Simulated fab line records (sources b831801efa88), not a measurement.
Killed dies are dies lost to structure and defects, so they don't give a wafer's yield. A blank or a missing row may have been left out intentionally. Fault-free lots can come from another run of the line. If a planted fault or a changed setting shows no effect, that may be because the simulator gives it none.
Matching of chambers || flow gf180mcu || GF_V5_CMP_04 on cmp-01 has 4 sister chambers
The step polishes SiO2. 14 wafers are shown with their chamber, then 7 later ones without.

== WAFERS WITH THEIR CHAMBER ==
{"wafer": "L697.1", "chamber": 3, "motorCurrentA (A)": 12.9}
{"wafer": "L697.3", "chamber": 0, "motorCurrentA (A)": 12.2}
{"wafer": "L697.6", "chamber": 1, "motorCurrentA (A)": 13.4}
{"wafer": "L698.3", "chamber": 3, "motorCurrentA (A)": 11.8}
{"wafer": "L698.4", "chamber": 2, "motorCurrentA (A)": 12.5}
{"wafer": "L698.5", "chamber": 0, "motorCurrentA (A)": 11.8}
{"wafer": "L701.1", "chamber": 1, "motorCurrentA (A)": 12.6}
{"wafer": "L701.2", "chamber": 3, "motorCurrentA (A)": 12.4}
{"wafer": "L701.6", "chamber": 2, "motorCurrentA (A)": 12.9}
{"wafer": "L705.2", "chamber": 0, "motorCurrentA (A)": 11.3}
{"wafer": "L705.4", "chamber": 1, "motorCurrentA (A)": 12.7}
{"wafer": "L705.5", "chamber": 1, "motorCurrentA (A)": 13.1}
{"wafer": "L712.3", "chamber": 0, "motorCurrentA (A)": 11.2}
{"wafer": "L712.4", "chamber": 2, "motorCurrentA (A)": 12.4}

SIGNATURES (averages over the wafers above)
{"reading": "motorCurrentA", "chamber 0": 11.625, "chamber 1": 12.950, "chamber 2": 12.600, "chamber 3": 12.367, "scatter within a chamber": 0.425}
Rule: a wafer lies at a distance from a chamber equal to the root of the sum of squares, over the readings, of (its reading less the chamber's mean, divided by the reading's scatter). If the next closest chamber is less than 2 further off than the closest, the wafer can't be placed; otherwise it belongs to the closest. The scatter: take each reading less its chamber's mean, square it, sum over the shown wafers, divide by the number of wafers less the number of chambers, and take the root.

== WAFERS WHOSE CHAMBER IS MISSING ==
{"wafer": "L712.5", "motorCurrentA (A)": 13.8}
{"wafer": "L717.1", "motorCurrentA (A)": 13.7}
{"wafer": "L717.3", "motorCurrentA (A)": 13.4}
{"wafer": "L717.4", "motorCurrentA (A)": 11.5}
{"wafer": "L718.2", "motorCurrentA (A)": 12.7}
{"wafer": "L718.4", "motorCurrentA (A)": 13.1}
{"wafer": "L718.6", "motorCurrentA (A)": 11.7}

== WHICH CHAMBER EACH ONE RAN IN ==
{"wafer": "L712.5", "from the rows above": "can't be placed: 1 or 2 or 3", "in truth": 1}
{"wafer": "L717.1", "from the rows above": "can't be placed: 1 or 2 or 3", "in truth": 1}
{"wafer": "L717.3", "from the rows above": "can't be placed: 1 or 2 or 3", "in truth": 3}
{"wafer": "L717.4", "from the rows above": "can't be placed: 0 or 3", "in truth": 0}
{"wafer": "L718.2", "from the rows above": "can't be placed: 2 or 1 or 3", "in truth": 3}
{"wafer": "L718.4", "from the rows above": "can't be placed: 1 or 2 or 3", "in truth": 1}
{"wafer": "L718.6", "from the rows above": "can't be placed: 0 or 3 or 2", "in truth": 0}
Placed correctly: 0 of 7. Can't be placed from these rows: 7 (the true chamber is among the candidates in 7). Placed wrongly: 0.
